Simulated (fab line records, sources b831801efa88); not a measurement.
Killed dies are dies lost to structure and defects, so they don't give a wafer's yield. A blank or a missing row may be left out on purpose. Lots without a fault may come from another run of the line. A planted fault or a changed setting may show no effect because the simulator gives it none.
fab line records | flow sky130
record lots=12 wafers=36 last_day=49
route steps=708 shown FIELD_ISO@19 METAL4@601 VIA4@652 PASSIVATION@682 PAD_OPEN@708
lots that met no fault: from a run of the same line without faults
start_h: hours from the record's first day to the start of the lot's first wafer shown | wait_h: hours since the lot's step before | " the same as in the row above | L1.1+2: a row that stands for several wafers | - no value, or no start given | * or withheld: withheld | < > ~ a bound
route shown NAME@n: a module of which the file shows steps, and the number in the route of the first | usual: mean/standard deviation of fault-free wafers | same: alike in all rows | chamber/n: place in a boat | sites: the reading at each site | _std_site: their standard deviation | _edge_site: outer sites' mean less inner sites' | radius_mm: how far each site lies from the wafer's centre | mask NAME#n: copy n | behind: the tool/chamber that last shaped the wafer | hold: why the lot was held/for how many hours/how that ended | device: the transistor (n, p or np) that didn't switch | end of line: the same wafers' tests at the end of the route | a step without rows: its recipe alone | killed: dies lost to structure and defects at the first sort, not the wafer's yield | map: a wafer's dies, x killed, . not, _ none there
set.NAME: the setting as run; set.NAME@STEP: as run at that earlier step | model.NAME: the simulator's own value behind a step, which no gauge read
steps of the route over a sample of lots; a table a step, a row a wafer
services: from which hour (start_h, from the record's first day; less than 0 if before it) a tool's chamber was out of use, for how many hours, and why
## steps
# step SKY_FIELD_ISO_WET_ETCH_18
# recipe chemistry=H3PO4 target_depth_nm=25 temp_c=160 target=Si3N4 time_s=297.3
# columns lot.wafer tool chamber start_h wait_h
L299.2+3+6 wet_bench-04 3 30.28 0.0
L300.1+3+4 wet_bench-03 0 33.98 0.0
L301.2+3+6 wet_bench-04 0 39.67 0.0
L302.3+4+6 wet_bench-04 1 44.68 0.0
L303.1+4+5 wet_bench-04 2 50.52 0.0
L304.1+2+4 wet_bench-04 2 57.43 0.0
L305.1+4+5 wet_bench-01 0 60.77 0.0
L307.2+4+6 wet_bench-03 0 70.78 0.0
L309.3+4+5 wet_bench-01 2 81.12 0.0
L312.1+2+6 wet_bench-01 1 99.07 0.0
L317.1+3+5 wet_bench-04 0 122.43 0.0
L319.1+2+6 wet_bench-03 0 137.22 0.0
# step SKY_METAL4_SPUTTER_03
# recipe material=Ti target_thk_nm=5 power_w=3000 time_s=3.3 chamber_pressure_pa=0.4
# usual throttle_valve_pct=30.1/1.4
# columns lot.wafer tool chamber start_h wait_h throttle_valve_pct
L299.2 pvd_sputter-01 - 927.17 0.0 27.5
L299.3 " - " " 32.2
L299.6 " - " " 28.8
L300.1 pvd_sputter-04 - 930.67 0.0 31.8
L300.3 " - " " 30.3
L300.4 " - " " 29.9
L301.2 pvd_sputter-01 - 932.78 0.0 28.6
L301.3 " - " " 29.3
L301.6 " - " " 27.5
L302.3 pvd_sputter-04 - 950.44 0.0 30.2
L302.4 " - " " 30.3
L302.6 " - " " 30.3
L303.1 pvd_sputter-04 - 952.25 0.0 30.1
L303.4 " - " " 30.2
L303.5 " - " " 31.5
L304.1 pvd_sputter-03 - 972.38 0.0 31.4
L304.2 " - " " 28.1
L304.4 " - " " 30.7
L305.1 pvd_sputter-03 - 973.72 0.0 31.0
L305.4 " - " " 27.8
L305.5 " - " " 28.1
L307.2 pvd_sputter-03 - 1001.47 0.0 31.4
L307.4 " - " " 31.6
L307.6 " - " " 27.9
L309.3 pvd_sputter-01 - 1003.99 0.0 32.4
L309.4 " - " " 27.7
L309.5 " - " " 27.6
L312.1 pvd_sputter-01 - 1016.79 0.0 29.2
L312.2 " - " " 27.4
L312.6 " - " " 29.3
L317.1 pvd_sputter-01 - 1044.54 0.0 28.8
L317.3 " - " " 29.5
L317.5 " - " " 32.1
L319.1 pvd_sputter-04 - 1062.13 0.0 29.9
L319.2 " - " " 30.2
L319.6 " - " " 30.2
# step SKY_VIA4_STRIP_13
# recipe chemistry=O2/N2 power_w=1400 pressure_mtorr=1500 platen_temp_c=withheld o2_flow_sccm=3000 n2_flow_sccm=300 overash_fraction=0.5
# usual drypump_motor_current_A=5.6/0.66 n2_flow_sccm=299.9/0.87 oes_product_au=0.709/0.0049 strip_time_to_endpoint_s=12.79/0.037
# columns lot.wafer tool chamber start_h wait_h drypump_motor_current_A n2_flow_sccm oes_product_au rf_hours_counter_h strip_time_to_endpoint_s
L299.2 plasma_asher-01 0 1000.04 - 5.2 300.5 0.709 86 12.81
L299.3 " 1 " " 6.2 301.0 0.711 - 12.81
L299.6 " 0 " " 5.2 300.5 0.713 - 12.79
L300.1 plasma_asher-01 1 1004.49 - 6.2 300.6 0.714 87 12.80
L300.3 " 1 " " 6.2 300.6 0.708 - 12.84
L300.4 " 0 " " 5.2 298.7 0.709 - 12.78
L301.2 plasma_asher-04 1 1006.54 - 4.7 300.3 0.720 23 12.76
L301.3 " 0 " " 6.6 299.6 0.705 - 12.77
L301.6 " 0 " " 6.7 299.7 0.703 - 12.79
L302.3 plasma_asher-01 1 1023.22 - 6.2 300.2 0.708 - 12.78
L302.4 " 0 " " 5.2 299.1 0.709 - 12.78
L302.6 " 0 " " 5.2 299.6 0.709 - 12.77
L303.1 plasma_asher-04 1 1024.14 - 4.7 300.6 0.709 25 12.78
L303.4 " 0 " " 6.7 301.9 0.713 - 12.78
L303.5 " 1 " " 4.7 300.6 0.712 - 12.84
L304.1 plasma_asher-02 1 1042.79 - 5.9 299.0 0.707 122 12.81
L304.2 " 0 " " 5.1 300.9 0.715 122 12.79
L304.4 " 0 " " 5.1 299.2 0.711 - 12.81
L305.1 plasma_asher-02 0 1045.00 - 5.1 299.3 0.702 122 12.77
L305.4 " 0 " " 5.1 298.1 0.707 - 12.73
L305.5 " 1 " " 5.9 300.1 0.715 - 12.81
L307.2 plasma_asher-01 0 1070.19 - 5.2 300.3 0.706 93 12.81
L307.4 " 1 " " 6.2 299.3 0.712 - 12.82
L307.6 " 1 " " 6.2 301.0 0.715 - 12.78
L309.3 plasma_asher-01 0 1072.68 - 5.3 299.7 0.711 - 12.76
L309.4 " 1 " " 6.2 299.8 0.704 - 12.71
L309.5 " 0 " " 5.2 300.5 0.710 - 12.75
L312.1 plasma_asher-01 0 1085.29 - 5.2 300.3 0.707 95 12.66
L312.2 " 1 " " 6.2 300.8 0.710 95 12.76
L312.6 " 1 " " 6.2 299.2 0.705 - 12.77
L317.1 plasma_asher-02 0 1109.34 - 5.1 300.5 0.705 5 12.74
L317.3 " 1 " " 5.9 299.8 0.701 - 12.76
L317.5 " 0 " " 5.1 300.6 0.717 - 12.85
L319.1 plasma_asher-04 0 1124.59 - 6.7 299.6 0.722 35 12.77
L319.2 " 1 " " 4.7 299.1 0.719 35 12.81
L319.6 " 0 " " 6.7 299.6 0.707 - 12.81
# step SKY_PASSIVATION_THK_MEAS_01
# recipe reads=SiO2_of_PASSIVATION_CVD_00
# usual PASSIVATION_CVD_00_THK=90.1/1.4
# columns lot.wafer tool chamber start_h wait_h PASSIVATION_CVD_00_THK[nm]
L299.2 film_metro-04 - 1025.38 - 89.1
L299.3 " - " " 90.3
L299.6 " - " " 90.6
L300.1 film_metro-01 - 1029.39 - 87.9
L300.3 " - " " 91.1
L300.4 " - " " 92.0
L301.2 film_metro-04 - 1031.58 - 89.5
L301.3 " - " " 87.0
L301.6 " - " " 90.7
L302.3 film_metro-04 - 1047.45 - 90.2
L302.4 " - " " 88.4
L302.6 " - " " 88.3
L303.1 film_metro-02 - 1049.23 - 87.4
L303.4 " - " " 87.8
L303.5 " - " " 89.5
L304.1 film_metro-04 - 1066.53 - 88.4
L304.2 " - " " 89.8
L304.4 " - " " 89.9
L305.1 film_metro-01 - 1068.44 - 88.5
L305.4 " - " " 89.4
L305.5 " - " " 91.3
L307.2 film_metro-04 - 1092.68 - 88.6
L307.4 " - " " 90.3
L307.6 " - " " 90.9
L309.3 film_metro-04 - 1095.20 - 90.3
L309.4 " - " " 91.3
L309.5 " - " " 92.1
L312.1 film_metro-04 - 1107.59 - 88.8
L312.2 " - " " 89.9
L312.6 " - " " 91.9
L317.1 film_metro-01 - 1131.68 - 92.1
L317.3 " - " " 91.5
L317.5 " - " " 92.5
L319.1 film_metro-04 - 1145.48 - 89.2
L319.2 " - " " 91.1
L319.6 " - " " 90.5
# step SKY_PAD_OPEN_PROBE_99
# usual killed_at_M0_to_M3=44/6.6 killed_at_M4_up=2.9/1.8 killed_at_contacts=24/4.8 killed_at_front_end=15/4.5 killed_at_other=0.3/0.64 killed_dies=86/8.7 killed_open=47/6.5 killed_short=39/5.8
# same gross_dies=492 killed_at_back_side=0
# columns lot.wafer tool chamber start_h wait_h hold killed_at_M0_to_M3 killed_at_M4_up killed_at_contacts killed_at_front_end killed_at_other killed_dies killed_open killed_short
L299.2 prober-01 - 1072.03 0.1 - 37 0 21 25 0 83 44 39
L299.3 prober-01 - 1072.08 0.2 - 40 6 28 17 0 91 47 44
L299.6 prober-01 - 1072.23 0.2 - 36 5 24 16 0 81 42 39
L300.1 prober-02 - 1076.35 0.1 - 37 3 25 18 2 85 56 27
L300.3 prober-02 - 1076.45 0.2 - 44 6 26 14 1 91 50 41
L300.4 prober-02 - 1076.50 0.2 - 38 5 21 23 0 87 41 46
L301.2 prober-01 - 1078.15 0.1 - 40 1 23 18 0 82 39 43
L301.3 prober-01 - 1078.20 0.2 - 51 3 16 19 1 90 46 43
L301.6 prober-01 - 1078.35 0.2 - 49 2 26 16 3 96 52 42
L302.3 prober-02 - 1091.76 0.2 - 45 3 30 10 0 88 48 40
L302.4 prober-02 - 1091.81 0.2 - 35 1 20 13 0 69 38 31
L302.6 prober-02 - 1091.91 0.2 - 47 3 26 15 0 91 52 39
L303.1 prober-01 - 1093.49 0.1 - 44 5 24 21 0 94 61 33
L303.4 prober-01 - 1093.64 0.2 - 52 1 30 14 0 97 55 41
L303.5 prober-01 - 1093.69 0.2 - 40 3 22 16 0 81 39 41
L304.1 prober-02 - 1108.91 0.1 - 34 5 18 11 0 68 40 28
L304.2 prober-02 - 1108.96 0.1 - 34 1 25 18 0 78 45 33
L304.4 prober-02 - 1109.06 0.2 - 42 1 24 17 0 84 55 29
L305.1 prober-01 - 1110.50 0.1 - 54 3 29 12 1 99 49 48
L305.4 prober-01 - 1110.65 0.2 - 47 2 19 24 2 94 43 49
L305.5 prober-01 - 1110.70 0.2 - 42 6 21 11 0 80 47 32
L307.2 prober-02 - 1134.87 0.1 - 36 1 27 21 1 86 40 45
L307.4 prober-02 - 1134.97 0.2 - 42 4 35 13 0 94 55 39
L307.6 prober-02 - 1135.07 0.2 - 33 2 31 14 0 80 42 38
L309.3 prober-02 - 1138.54 0.2 - 47 4 27 16 0 94 39 55
L309.5 prober-02 - 1138.64 0.2 - 38 2 22 17 2 81 51 30
L312.1 prober-02 - 1149.08 0.1 await_dispo/2.0h/release 48 2 31 52 0 133 49 43
L312.2 prober-02 - 1149.13 0.1 await_dispo/2.0h/release 35 2 26 54 0 117 46 29
L312.6 prober-02 - 1149.33 0.2 await_dispo/2.0h/release 26 8 23 48 0 105 36 28
L317.1 prober-01 - 1170.04 0.1 - 53 3 22 16 1 95 50 44
L317.3 prober-01 - 1170.14 0.2 - 44 5 24 17 0 90 48 42
L317.5 prober-01 - 1170.24 0.2 - 49 6 21 10 0 86 49 37
L319.1 prober-01 - 1181.80 0.1 - 52 3 30 15 1 101 60 40
L319.2 prober-01 - 1181.85 0.1 - 37 0 25 14 0 76 36 39
L319.6 prober-01 - 1182.05 0.2 - 39 4 24 16 0 83 44 38
# killed by level:class
L299.2 VIA1:geometric_particle:open=10 CONTACT:geometric_particle:open=7 METAL2:geometric_particle:short=6 VIA3:geometric_particle:open=6 LI_CONTACT:geometric_particle:open=5 CONTACT:geometric_particle:short=5 VIA3:geometric_particle:short=5 FIELD_ISO:geometric_particle:short=4
L299.3 VIA1:geometric_particle:open=10 CONTACT:geometric_particle:open=9 FIELD_ISO:geometric_particle:open=7 VIA2:geometric_particle:open=7 METAL1:geometric_particle:short=6 LOCAL_INTERCONNECT:geometric_particle:short=6 METAL3:geometric_particle:short=6 CONTACT:geometric_particle:short=5
L299.6 VIA1:geometric_particle:open=12 CONTACT:geometric_particle:open=11 CONTACT:geometric_particle:short=7 FIELD_ISO:geometric_particle:open=5 POLY_GATE:geometric_particle:short=5 VIA3:geometric_particle:open=5 LOCAL_INTERCONNECT:geometric_particle:short=4 VIA2:geometric_particle:open=4
L300.1 VIA1:geometric_particle:open=13 CONTACT:geometric_particle:open=11 VIA2:geometric_particle:open=9 LI_CONTACT:geometric_particle:open=7 FIELD_ISO:geometric_particle:open=5 POLY_GATE:geometric_particle:short=4 POLY_GATE:geometric_particle:open=4 METAL2:geometric_particle:short=4
L300.3 VIA1:geometric_particle:open=11 VIA2:geometric_particle:open=9 LI_CONTACT:geometric_particle:open=8 CONTACT:geometric_particle:short=8 LI_CONTACT:geometric_particle:short=5 VIA3:geometric_particle:open=5 FIELD_ISO:geometric_particle:short=4 CONTACT:geometric_particle:open=4
L300.4 VIA1:geometric_particle:open=10 CONTACT:geometric_particle:open=8 FIELD_ISO:geometric_particle:short=7 POLY_GATE:geometric_particle:short=6 METAL2:geometric_particle:short=6 VIA2:geometric_particle:open=6 CONTACT:geometric_particle:short=5 METAL1:geometric_particle:short=5
L301.2 CONTACT:geometric_particle:short=8 VIA2:geometric_particle:open=8 VIA1:geometric_particle:open=8 FIELD_ISO:geometric_particle:short=7 METAL2:geometric_particle:short=7 CONTACT:geometric_particle:open=6 LOCAL_INTERCONNECT:geometric_particle:short=5 VIA3:geometric_particle:open=5
L301.3 VIA1:geometric_particle:open=16 VIA3:geometric_particle:open=8 VIA1:geometric_particle:short=8 FIELD_ISO:geometric_particle:short=5 CONTACT:geometric_particle:short=5 METAL1:geometric_particle:short=5 FIELD_ISO:geometric_particle:open=4 POLY_GATE:geometric_particle:open=4
L301.6 VIA1:geometric_particle:open=16 CONTACT:geometric_particle:open=9 VIA2:geometric_particle:open=8 FIELD_ISO:geometric_particle:short=6 VIA3:geometric_particle:open=6 METAL2:geometric_particle:short=5 CONTACT:geometric_particle:short=5 POLY_GATE:geometric_particle:open=4
L302.3 VIA1:geometric_particle:open=12 LI_CONTACT:geometric_particle:open=8 VIA3:geometric_particle:open=7 CONTACT:geometric_particle:open=6 VIA1:geometric_particle:short=6 LI_CONTACT:geometric_particle:short=5 LOCAL_INTERCONNECT:geometric_particle:short=5 VIA2:geometric_particle:open=5
L302.4 VIA1:geometric_particle:open=9 LI_CONTACT:geometric_particle:open=6 VIA3:geometric_particle:open=6 CONTACT:geometric_particle:open=6 METAL2:geometric_particle:short=6 FIELD_ISO:geometric_particle:open=5 FIELD_ISO:geometric_particle:short=5 METAL1:geometric_particle:short=4
L302.6 CONTACT:geometric_particle:open=12 VIA1:geometric_particle:open=10 VIA2:geometric_particle:open=9 METAL2:geometric_particle:short=6 VIA3:geometric_particle:open=6 VIA2:geometric_particle:short=6 POLY_GATE:geometric_particle:short=5 LI_CONTACT:geometric_particle:open=5
L303.1 VIA1:geometric_particle:open=15 CONTACT:geometric_particle:open=13 POLY_GATE:geometric_particle:open=7 VIA2:geometric_particle:open=7 LI_CONTACT:geometric_particle:open=6 METAL1:geometric_particle:short=5 FIELD_ISO:geometric_particle:short=4 POLY_GATE:geometric_particle:short=4
L303.4 CONTACT:geometric_particle:open=13 VIA1:geometric_particle:open=13 VIA2:geometric_particle:open=9 VIA1:geometric_particle:short=8 CONTACT:geometric_particle:short=8 METAL2:geometric_particle:short=6 FIELD_ISO:geometric_particle:open=5 LI_CONTACT:geometric_particle:open=5
L303.5 CONTACT:geometric_particle:open=8 POLY_GATE:geometric_particle:open=6 VIA2:geometric_particle:open=6 VIA2:geometric_particle:short=5 LOCAL_INTERCONNECT:geometric_particle:short=5 VIA1:geometric_particle:open=5 VIA1:geometric_particle:short=5 METAL3:geometric_particle:short=5
L304.1 VIA2:geometric_particle:open=7 CONTACT:geometric_particle:open=6 VIA3:geometric_particle:open=6 FIELD_ISO:geometric_particle:open=4 LI_CONTACT:geometric_particle:open=4 LOCAL_INTERCONNECT:geometric_particle:short=4 VIA2:geometric_particle:short=4 METAL4:geometric_particle:short=4
L304.2 CONTACT:geometric_particle:open=11 VIA1:geometric_particle:open=9 LI_CONTACT:geometric_particle:open=6 POLY_GATE:geometric_particle:short=6 METAL2:geometric_particle:short=6 VIA2:geometric_particle:open=5 LOCAL_INTERCONNECT:geometric_particle:short=4 FIELD_ISO:geometric_particle:open=3
L304.4 VIA1:geometric_particle:open=13 CONTACT:geometric_particle:open=11 FIELD_ISO:geometric_particle:open=6 METAL1:geometric_particle:short=5 POLY_GATE:geometric_particle:short=4 LI_CONTACT:geometric_particle:open=4 VIA2:geometric_particle:open=4 CONTACT:geometric_particle:short=4
L305.1 CONTACT:geometric_particle:open=13 METAL1:geometric_particle:short=9 METAL2:geometric_particle:short=9 VIA2:geometric_particle:open=7 LI_CONTACT:geometric_particle:open=6 VIA3:geometric_particle:open=5 VIA1:geometric_particle:open=5 VIA2:geometric_particle:short=5
L305.4 METAL2:geometric_particle:short=9 VIA2:geometric_particle:open=9 METAL1:geometric_particle:short=7 VIA1:geometric_particle:short=6 LI_CONTACT:geometric_particle:open=6 VIA3:geometric_particle:open=6 SPACER:geometric_particle:short=5 CONTACT:geometric_particle:open=5
L305.5 VIA1:geometric_particle:open=12 CONTACT:geometric_particle:open=11 LI_CONTACT:geometric_particle:open=7 VIA3:geometric_particle:open=6 METAL2:geometric_particle:short=6 METAL1:geometric_particle:short=5 VIA1:geometric_particle:short=5 POLY_GATE:geometric_particle:short=4
L307.2 POLY_GATE:geometric_particle:short=8 CONTACT:geometric_particle:short=7 CONTACT:geometric_particle:open=7 VIA1:geometric_particle:open=7 VIA2:geometric_particle:open=6 LOCAL_INTERCONNECT:geometric_particle:short=5 FIELD_ISO:geometric_particle:open=4 FIELD_ISO:geometric_particle:short=4
L307.4 LI_CONTACT:geometric_particle:open=10 VIA1:geometric_particle:open=9 CONTACT:geometric_particle:open=8 VIA1:geometric_particle:short=7 LOCAL_INTERCONNECT:geometric_particle:open=5 CONTACT:geometric_particle:short=5 METAL2:geometric_particle:short=5 LI_CONTACT:geometric_particle:short=4
L307.6 CONTACT:geometric_particle:short=8 CONTACT:geometric_particle:open=8 VIA1:geometric_particle:open=8 METAL1:geometric_particle:short=6 LI_CONTACT:geometric_particle:open=5 POLY_GATE:geometric_particle:short=4 LOCAL_INTERCONNECT:geometric_particle:short=4 VIA3:geometric_particle:open=4
L309.3 CONTACT:geometric_particle:open=9 VIA1:geometric_particle:open=9 VIA1:geometric_particle:short=8 FIELD_ISO:geometric_particle:open=7 VIA2:geometric_particle:short=7 POLY_GATE:geometric_particle:short=6 METAL2:geometric_particle:short=6 LI_CONTACT:geometric_particle:open=5
L309.5 CONTACT:geometric_particle:open=12 VIA1:geometric_particle:open=11 FIELD_ISO:geometric_particle:open=7 POLY_GATE:geometric_particle:open=5 CONTACT:geometric_particle:short=4 VIA1:geometric_particle:short=4 VIA2:geometric_particle:open=4 METAL3:geometric_particle:short=3
L312.1 FIELD_ISO:unspecified=41 VIA1:geometric_particle:open=14 LI_CONTACT:geometric_particle:open=11 CONTACT:geometric_particle:open=7 CONTACT:geometric_particle:short=7 METAL2:geometric_particle:short=7 VIA1:geometric_particle:short=6 VIA3:geometric_particle:open=6
L312.2 FIELD_ISO:unspecified=41 VIA1:geometric_particle:open=15 CONTACT:geometric_particle:open=9 FIELD_ISO:geometric_particle:short=5 LI_CONTACT:geometric_particle:open=5 CONTACT:geometric_particle:short=5 VIA1:geometric_particle:short=4 LOCAL_INTERCONNECT:geometric_particle:short=3
L312.6 FIELD_ISO:unspecified=41 VIA1:geometric_particle:open=8 CONTACT:geometric_particle:open=8 METAL4:geometric_particle:short=6 LI_CONTACT:geometric_particle:open=5 CONTACT:geometric_particle:short=4 POLY_CUT:geometric_particle:open=3 LI_CONTACT:geometric_particle:short=3
L317.1 VIA1:geometric_particle:open=12 VIA1:geometric_particle:short=9 POLY_GATE:geometric_particle:short=8 VIA2:geometric_particle:open=8 CONTACT:geometric_particle:open=8 LI_CONTACT:geometric_particle:open=7 VIA3:geometric_particle:open=6 POLY_GATE:geometric_particle:open=5
L317.3 METAL1:geometric_particle:short=9 LI_CONTACT:geometric_particle:open=8 VIA1:geometric_particle:open=8 VIA3:geometric_particle:open=7 VIA2:geometric_particle:open=6 LOCAL_INTERCONNECT:geometric_particle:short=5 CONTACT:geometric_particle:open=5 METAL1:geometric_particle:open=5
L317.5 VIA2:geometric_particle:open=12 VIA1:geometric_particle:open=11 CONTACT:geometric_particle:open=9 CONTACT:geometric_particle:short=7 METAL4:geometric_particle:short=5 METAL1:geometric_particle:short=4 VIA1:geometric_particle:short=4 VIA3:geometric_particle:open=4
L319.1 VIA1:geometric_particle:open=11 LI_CONTACT:geometric_particle:open=10 VIA3:geometric_particle:open=10 CONTACT:geometric_particle:open=9 METAL1:geometric_particle:short=7 VIA1:geometric_particle:short=5 VIA2:geometric_particle:open=4 LI_CONTACT:geometric_particle:short=4
L319.2 VIA2:geometric_particle:open=11 METAL2:geometric_particle:short=7 VIA1:geometric_particle:open=7 LI_CONTACT:geometric_particle:open=6 LOCAL_INTERCONNECT:geometric_particle:short=5 CONTACT:geometric_particle:open=5 CONTACT:geometric_particle:short=5 FIELD_ISO:geometric_particle:short=4
L319.6 VIA2:geometric_particle:open=10 LI_CONTACT:geometric_particle:open=8 CONTACT:geometric_particle:open=8 FIELD_ISO:geometric_particle:short=5 VIA1:geometric_particle:short=5 METAL1:geometric_particle:short=5 FIELD_ISO:geometric_particle:open=4 LI_CONTACT:geometric_particle:short=4
## services
# columns tool chamber start_h hours kind
pvd_sputter-01 - 35.37 0.8 repair
pvd_sputter-04 - 35.75 6.2 repair
pvd_sputter-01 - 44.51 2.8 repair
wet_bench-04 - 59.50 19.3 repair
pvd_sputter-01 - 74.47 1.0 repair
plasma_asher-01 - 108.75 9.0 pm
wet_bench-04 - 145.95 1.4 repair
pvd_sputter-01 - 147.84 0.6 repair
pvd_sputter-01 - 225.59 1.0 repair
plasma_asher-01 - 235.04 0.4 repair
wet_bench-04 - 299.23 9.9 repair
wet_bench-04 - 328.64 0.7 repair
pvd_sputter-01 - 347.13 2.5 repair
wet_bench-04 - 452.80 1.6 repair
plasma_asher-01 - 463.94 14.6 pm
wet_bench-04 - 480.01 4.0 repair
pvd_sputter-01 - 518.22 1.8 repair
plasma_asher-01 - 611.45 6.5 repair
plasma_asher-01 - 667.50 5.7 repair
pvd_sputter-01 - 750.50 2.2 repair
plasma_asher-01 - 800.76 2.8 pm
pvd_sputter-01 - 910.54 0.6 repair
wet_bench-04 - 1014.17 4.4 pm
wet_bench-04 - 1100.82 1.3 repair
## key
first_sign step=SKY_PAD_OPEN_PROBE_99 reading=killed_at_front_end direction=up sigmas=8.1 usual=15 struck=51
effect step=SKY_PAD_OPEN_PROBE_99 reading=killed_dies direction=up sigmas=3.7 usual=86 struck=118
met_at SKY_FIELD_ISO_WET_ETCH_18
struck_lots L312
struck_wafers L312.1,L312.2,L312.6
tester_left_out L312
not_acting_at SKY_METAL4_SPUTTER_03,SKY_VIA4_STRIP_13,SKY_PASSIVATION_THK_MEAS_01
fault kind=chamber_particle_source tool=wet_bench-01 chamber=1 onset_h=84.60 steps=SKY_FIELD_ISO_WET_ETCH_18 rate_per_visit_cm2=0.37663 end_h=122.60
# tester_left_out: of these lots the tester's yield and bins aren't shown, on N5 and GAA mostly nor the transistor test; their killed dies are dies lost to structure and defects alone, not to doping, threshold or leakage, so they don't give the yield
